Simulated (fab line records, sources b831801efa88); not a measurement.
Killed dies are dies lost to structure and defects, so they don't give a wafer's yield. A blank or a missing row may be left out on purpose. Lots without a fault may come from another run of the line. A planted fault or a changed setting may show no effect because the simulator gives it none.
A struck lot beside a sound one | flow sky130 | 32 steps out of a route of 708
Sound: wafers L666.3, L666.4, L666.5. Struck: wafer L669.5. (L669.2, L669.3 of the same lot were not struck and are left out.) The cause comes at the end.
At each step with rows: each side's tool, then ch and its chambers, then its first start. Under that, the readings that differ: sound wafers | struck wafers | difference of the means | sigmas: that difference in standard deviations of wafers without a fault.
alike: readings whose means differ by less than 2 such deviations, and words and numbers that are the same on both sides. not compared: withheld readings, readings that some wafer has no value for, bounds like >300 that may hide the same value, and numbers for which the record gives no deviation and whose values overlap.
The two part at a step that has a row with sigmas, a row that says differs or no value, or rows on one side only. Numbers that don't overlap but have no deviation are shown without sigmas and don't part them. A reading that every wafer of one side lacks parts them only if that side has two wafers or more.

first, 4 steps without rows for these wafers: SKY_LOCAL_INTERCONNECT_SOFTBAKE_07 (time 90 s); SKY_LOCAL_INTERCONNECT_EXPOSE_08 (exposes mask LI1M, target cd 170 nm); SKY_LOCAL_INTERCONNECT_PEB_09; SKY_LOCAL_INTERCONNECT_DEVELOP_10 (develop time 60 s).
SKY_LOCAL_INTERCONNECT_CD_MEAS_11: target cd 170 nm.
  sound on cd_sem-02, day 30 06:50; struck on cd_sem-01, day 31 14:42
  alike: cd_nm
SKY_LOCAL_INTERCONNECT_OVL_MEAS_12:
  sound on overlay-02, day 30 06:56; struck on overlay-01, day 31 14:49
  reading                     | sound       | struck | difference | sigmas
  LOCAL_INTERCONNECT_OVL (nm) | -15 -17 -20 | 3      | +20        | +4
SKY_LOCAL_INTERCONNECT_ETCH_13: etches BARC in N2/H2, stops on SiO2, time 45.9 s, target depth 60 nm.
  sound on rie_metal-03 ch 0,1, day 30 06:58; struck on rie_metal-03 ch 0, day 31 14:50
  alike: drypump_motor_current_A, oes_product_au, rf_fwd_power_W, throttle_valve_pct
  not compared: rf_hours_counter_h
then, 1 step without rows for these wafers: SKY_LOCAL_INTERCONNECT_METAL_ETCH_14 (etches TiN in Cl2/BCl3, stops on PSG, target depth 110 nm, time 31.4 s).
SKY_LOCAL_INTERCONNECT_STRIP_15: strips in O2/N2.
  sound on plasma_asher-03 ch 0,1, day 30 07:06; struck on plasma_asher-04 ch 1, day 31 14:57
  alike: drypump_motor_current_A, oes_product_au, strip_time_to_endpoint_s
  not compared: rf_hours_counter_h
then, 3 steps without rows for these wafers: SKY_LOCAL_INTERCONNECT_STRIP_16 (strips in post etch residue remover, time 1200 s); SKY_LOCAL_INTERCONNECT_CLEAN_17 (cleans in IPA, time 180 s); SKY_LOCAL_INTERCONNECT_CLEAN_18 (cleans in O3/DIW).
SKY_CONTACT_CVD_00: deposits Si3N4, target thk 75 nm.
  sound on pecvd-02 ch 0,1,2, day 30 07:40; struck on pecvd-04 ch 0, day 31 15:35
  reading                                   | sound            | struck | difference | sigmas
  model.Si3N4_of_CONTACT_CVD_00.thk_nm (nm) | 74.27 75.96 76.6 | 70.86  | -4.75      |
  alike: heater_power_w
  not compared: rf_fwd_power_W, susceptor_temp_C
SKY_CONTACT_THK_MEAS_01:
  sound on film_metro-03, day 30 07:43; struck on film_metro-02, day 31 15:37
  reading                 | sound          | struck | difference | sigmas
  CONTACT_CVD_00_THK (nm) | 74.3 76.0 76.6 | 70.9   | -4.7       | -5
then, 1 step without rows for these wafers: SKY_CONTACT_HDPCVD_02 (deposits SiO2, target thk 565 nm, time 94.2 s).
SKY_CONTACT_THK_MEAS_03:
  sound on film_metro-02, day 30 07:50; struck on film_metro-01, day 31 15:45
  alike: CONTACT_HDPCVD_THK
SKY_CONTACT_CMP_04: polishes SiO2.
  sound on cmp-01 ch 2,3, day 30 07:53; struck on cmp-02 ch 2, day 31 15:48
  alike: motor_current_A
SKY_CONTACT_BOW_MEAS_05:
  sound on film_metro-02, day 30 08:13; struck on film_metro-02, day 31 16:07
  alike: CONTACT_BOW
then, 8 steps without rows for these wafers: SKY_CONTACT_DEHYDRATE_06 (time 60 s); SKY_CONTACT_HMDS_07 (prime time 60 s); SKY_CONTACT_COAT_08 (resist thk 60 nm); SKY_CONTACT_COAT_09 (resist thk 450 nm); SKY_CONTACT_SOFTBAKE_10 (time 90 s); SKY_CONTACT_EXPOSE_11 (exposes mask CTM1, target cd 170 nm); SKY_CONTACT_PEB_12; SKY_CONTACT_DEVELOP_13 (develop time 60 s).
SKY_CONTACT_CD_MEAS_14: target cd 170 nm.
  sound on cd_sem-02, day 31 10:49; struck on cd_sem-02, day 32 18:10
  alike: cd_nm
SKY_CONTACT_OVL_MEAS_15:
  sound on overlay-02, day 31 10:55; struck on overlay-02, day 32 18:16
  alike: CONTACT_OVL
then, 1 step without rows for these wafers: SKY_CONTACT_ETCH_16 (etches BARC in N2/H2, stops on SiO2, time 45.9 s, target depth 60 nm).
SKY_CONTACT_ETCH_17: etches SiO2 in C4F8/O2/Ar, stops on Si3N4, target depth 340 nm.
  sound on rie_diel-03 ch 0,1, day 31 10:59; struck on rie_diel-01 ch 3, day 32 18:21
  alike: oes_product_au, rf_fwd_power_W
SKY_CONTACT_ETCH_18: etches Si3N4 in CHF3/O2, stops on TiN, time 39 s, target depth 75 nm.
  sound on rie_diel-03 ch 0,1; struck on rie_diel-01 ch 3
  reading                  | sound             | struck | difference | sigmas
  oes_product_au (a.u.)    | 0.846 0.858 0.864 | 0.831  | -0.025     | -3
  model.etch.depth_nm (nm) | 74.27 75.96 76.6  | 70.86  | -4.75      |
  alike: drypump_motor_current_A, rf_fwd_power_W, throttle_valve_pct
  not compared: rf_hours_counter_h
SKY_CONTACT_STRIP_19: strips in O2/N2.
  sound on plasma_asher-02 ch 0,1, day 31 11:06; struck on plasma_asher-03 ch 1, day 32 18:26
  alike: drypump_motor_current_A, oes_product_au, strip_time_to_endpoint_s
  not compared: rf_hours_counter_h

WHERE THEY PART
First at SKY_LOCAL_INTERCONNECT_OVL_MEAS_12; last, within this record, at SKY_CONTACT_ETCH_18. Later steps at which nothing parts them and some readings are alike: SKY_CONTACT_STRIP_19.

WHY: what the simulator had put in
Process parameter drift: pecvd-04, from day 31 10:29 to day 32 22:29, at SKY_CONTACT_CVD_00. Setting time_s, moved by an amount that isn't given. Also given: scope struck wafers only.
